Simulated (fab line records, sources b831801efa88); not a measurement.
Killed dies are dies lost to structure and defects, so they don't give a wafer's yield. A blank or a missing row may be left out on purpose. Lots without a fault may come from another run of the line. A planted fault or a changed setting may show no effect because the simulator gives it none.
Chamber matching | flow gf180mcu | GF_V3_CMP_26 on cmp-01: 4 sister chambers
The step polishes, stops on SiO2, t overpolish 15 s, target thk 0 nm. 14 wafers are shown with their chamber, then 6 later ones without.

WAFERS WITH THEIR CHAMBER
wafer  | chamber | motor_current_A (A) | edge_zone_pressure_frac | slurry_filter_dp_kPa (kPa)
L952.1 | 2       | 10.9                | 1.006                   | 13.47
L952.3 | 0       | 12.1                | 0.999                   | 13.42
L952.6 | 3       | 9.9                 | 1.005                   | 13.52
L958.2 | 2       | 11.0                | 1.000                   | 13.35
L958.4 | 0       | 12.0                | 0.998                   | 13.80
L958.5 | 2       | 11.0                | 0.994                   | 13.34
L961.3 | 1       | 10.4                | 1.005                   | 13.46
L961.5 | 2       | 11.1                | 0.991                   | 13.73
L961.6 | 1       | 11.3                | 1.010                   | 13.77
L962.2 | 2       | 11.6                | 1.001                   | 13.52
L962.4 | 3       | 10.0                | 1.016                   | 13.62
L965.2 | 3       | 10.4                | 1.001                   | 13.38
L965.3 | 1       | 10.3                | 1.006                   | 13.63
L965.6 | 2       | 11.1                | 1.008                   | 13.41

SIGNATURES (means of the wafers above)
reading                 | chamber 0 | chamber 1 | chamber 2 | chamber 3 | scatter within a chamber
motor_current_A         | 12.050    | 10.667    | 11.117    | 10.100    | 0.326
edge_zone_pressure_frac | 0.99850   | 1.00700   | 1.00000   | 1.00733   | 0.00594
slurry_filter_dp_kPa    | 13.6100   | 13.6200   | 13.4700   | 13.5067   | 0.16
Rule: a wafer's distance from a chamber is the root of the sum, over the readings, of the square of ((its reading less the chamber's mean) divided by the reading's scatter). The wafer belongs to the nearest chamber; if the next one is less than 2 further off, it can't be placed. The scatter: the root of (the sum of the squares of (reading less its chamber's mean) over the shown wafers, divided by (wafers less chambers)).

WAFERS WITHOUT THEIR CHAMBER
wafer  | motor_current_A (A) | edge_zone_pressure_frac | slurry_filter_dp_kPa (kPa)
L966.2 | 10.3                | 0.995                   | 13.43
L966.3 | 11.2                | 1.010                   | 13.61
L966.6 | 12.1                | 1.003                   | 13.52
L967.1 | 12.1                | 1.000                   | 13.62
L967.3 | 10.6                | 1.005                   | 13.65
L967.4 | 11.2                | 1.000                   | 13.36

WHICH CHAMBER EACH WENT THROUGH
wafer  | from the rows above               | in truth
L966.2 | can't be placed: 3 or 1 or 2      | 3
L966.3 | can't be placed: 1 or 2 or 0 or 3 | 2
L966.6 | 0                                 | 0
L967.1 | 0                                 | 0
L967.3 | can't be placed: 1 or 3 or 2      | 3
L967.4 | can't be placed: 2 or 1           | 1
Placed correctly: 2 of 6. Can't be placed from these rows: 4 (the true chamber is among the candidates in 4). Placed wrongly: 0.
